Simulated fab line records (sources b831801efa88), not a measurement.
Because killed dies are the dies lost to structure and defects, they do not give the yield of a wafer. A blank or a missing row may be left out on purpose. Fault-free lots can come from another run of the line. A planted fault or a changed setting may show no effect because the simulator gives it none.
Matching of chambers	flow gf180mcu	4 sister chambers for GF_V4_ETCH_16 on rieDiel-02
The step etches BARC in N2/H2. 14 wafers are shown with their chamber, then 7 later ones without.

== WAFERS WITH THEIR CHAMBER ==
wafer	chamber	drypumpMotorCurrentA (A)	oesProductAu (a.u.)	throttleValvePct (%)
L161.1	1	5.9	0.848	13.208
L161.2	2	5.7	0.854	13.221
L161.6	2	5.7	0.856	13.229
L162.4	0	6.2	0.857	13.208
L162.5	2	5.7	0.855	13.222
L162.6	1	5.9	0.848	13.236
L163.1	0	6.1	0.850	13.224
L163.2	3	6.1	0.861	13.228
L163.3	1	5.8	0.857	13.226
L164.2	3	6.0	0.859	13.202
L164.3	2	5.7	0.854	13.229
L164.5	1	5.9	0.856	13.229
L168.1	2	5.7	0.853	13.212
L168.3	3	6.0	0.856	13.222

SIGNATURES (means of the wafers above)
reading	chamber 0	chamber 1	chamber 2	chamber 3	scatter within a chamber
drypumpMotorCurrentA	6.150	5.875	5.700	6.033	0.0438
oesProductAu	0.85350	0.85225	0.85440	0.85867	0.00339
throttleValvePct	13.21600	13.22475	13.22260	13.21733	0.0106
Rule: a wafer's distance from a chamber is the root of the sum, over the readings, of the square of ((its reading less the chamber's mean) divided by the reading's scatter). The wafer belongs to the nearest chamber; if the next one is less than 2 further off, it can't be placed. The scatter: take each reading less its chamber's mean, square it, sum over the shown wafers, divide by the number of wafers less the number of chambers, and take the root.

== WAFERS WITHOUT THEIR CHAMBER ==
wafer	drypumpMotorCurrentA (A)	oesProductAu (a.u.)	throttleValvePct (%)
L168.5	5.8	0.853	13.228
L170.4	5.7	0.853	13.208
L170.5	5.7	0.860	13.232
L170.6	5.8	0.860	13.223
L178.1	6.1	0.854	13.239
L178.4	5.8	0.856	13.231
L178.5	6.0	0.859	13.224

== EACH ONE'S CHAMBER ==
wafer	from the rows above	in truth
L168.5	can't be placed: 1 or 2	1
L170.4	2	2
L170.5	2	2
L170.6	can't be placed: 2 or 1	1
L178.1	can't be placed: 0 or 3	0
L178.4	can't be placed: 1 or 2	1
L178.5	3	3
Placed correctly: 3 of 7. Cannot be placed on the basis of these rows: 4; the candidates contain the true chamber in 4. Number placed wrongly: 0.
